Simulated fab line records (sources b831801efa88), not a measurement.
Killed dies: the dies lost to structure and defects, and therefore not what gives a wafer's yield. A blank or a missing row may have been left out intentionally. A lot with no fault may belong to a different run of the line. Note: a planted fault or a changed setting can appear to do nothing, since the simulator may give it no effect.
Split-lot study	flow sfq-line	5 lots, 23 wafers read, on a route of 325 steps

## ABOUT THE SPLIT
At SFQ_TRILAYER_M7_LITHO_COAT_182 (resist thk 62 nm), the setting spin-rpm was moved away from the recipe's 3000 rpm on 7 of the 23 wafers read, by -6.6% to -2.5%. All remaining wafers had this setting at the recipe value.

The split's own step is where the reading is taken.

## THE READING
BARC_of_TRILAYER_M7_LITHO_COAT_182.thk-nm (the simulator's own value, which no gauge read), in nm, at SFQ_TRILAYER_M7_LITHO_COAT_182 (resist thk 62 nm). The file gives no usual value for it. The 16 wafers here that ran the recipe average 62.10 nm, standard deviation 0.15 nm.

wafer	tool, chamber at the split	spin-rpm as run, rpm	against the recipe	BARC_of_TRILAYER_M7_LITHO_COAT_182.thk-nm, nm	against lot-mates on the recipe
L074.2	litho-track-01, 0	3000	recipe	62.03	-
L074.3	litho-track-01, 0	2802	-6.6%	64.05	+2.08
L074.4	litho-track-01, 0	3000	recipe	62.04	-
L074.5	litho-track-01, 0	3000	recipe	61.85	-
L074.6	litho-track-01, 0	2802	-6.6%	64.08	+2.11
L076.1	litho-track-04, 0	3000	recipe	62.25	-
L076.2	litho-track-04, 0	3000	recipe	62.24	-
L076.6	litho-track-04, 0	3000	recipe	62.24	-
L076.3	litho-track-04, 0	3000	recipe	62.15	-
L076.4	litho-track-04, 0	3000	recipe	62.09	-
L077.2	litho-track-04, 0	3000	recipe	62.04	-
L077.3	litho-track-04, 0	3000	recipe	62.08	-
L077.4	litho-track-04, 0	2924	-2.5%	62.92	+0.81
L077.5	litho-track-04, 0	3000	recipe	62.2	-
L077.6	litho-track-04, 0	2924	-2.5%	63.08	+0.97
L079.1	litho-track-04, 0	3000	recipe	62.3	-
L079.3	litho-track-04, 0	2896	-3.5%	63.41	+1.13
L079.4	litho-track-04, 0	2896	-3.5%	63.32	+1.04
L079.5	litho-track-04, 0	3000	recipe	62.26	-
L079.6	litho-track-04, 0	2896	-3.5%	63.45	+1.17
L083.1	litho-track-01, 0	3000	recipe	62.17	-
L083.2	litho-track-01, 0	3000	recipe	61.82	-
L083.6	litho-track-01, 0	3000	recipe	61.86	-

FIT RESULTS
A straight line over all 23 wafers: BARC_of_TRILAYER_M7_LITHO_COAT_182.thk-nm changes by -0.319 nm for each +1% of spin-rpm; r = -0.97; the points scatter about the line by 0.16 nm.
The same after taking each lot's own level away (the mean of its wafers on the recipe; 23 wafers): -0.32 nm for each +1%; r = -0.99; scatter 0.089 nm.
That fit puts the effect of the largest move of spin-rpm on the reading at 2.1 nm.
Measured against the standard deviation above, the lots' own levels, which go from 61.950 to 62.280 nm, span 2.2 times it.
So the lot-to-lot level changes the slope little: the two slopes agree.
Check: for one of the wafers moved furthest among these (-6.6%), held out of the fit, the line's prediction against its lot-mates is +2.14 nm. Against them it came out at +2.08 nm.

## ADDITIONAL SPLITS CARRIED BY THESE WAFERS
These wafers also went through other splits before the reading. Each is held against what the fit with the lots' levels taken away leaves over:
other split on the same wafers	wafers away from the commonest value	r with BARC_of_TRILAYER_M7_LITHO_COAT_182.thk-nm (lot level and that fit taken away)
SFQ_TRILAYER_M6_LITHO_COAT_164 resist-thk-nm	10	+0.12
SFQ_TRILAYER_M6_LITHO_PEB_162 peb-temp-c	11	-0.14
SFQ_TRILAYER_I6_VIA_LITHO_COAT_174 resist-thk-nm	6	+0.18

## THE FILE'S OWN FIT
BARC_of_TRILAYER_M7_LITHO_COAT_182.thk-nm changes by -0.321 nm for each +1% of spin-rpm, r = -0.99.
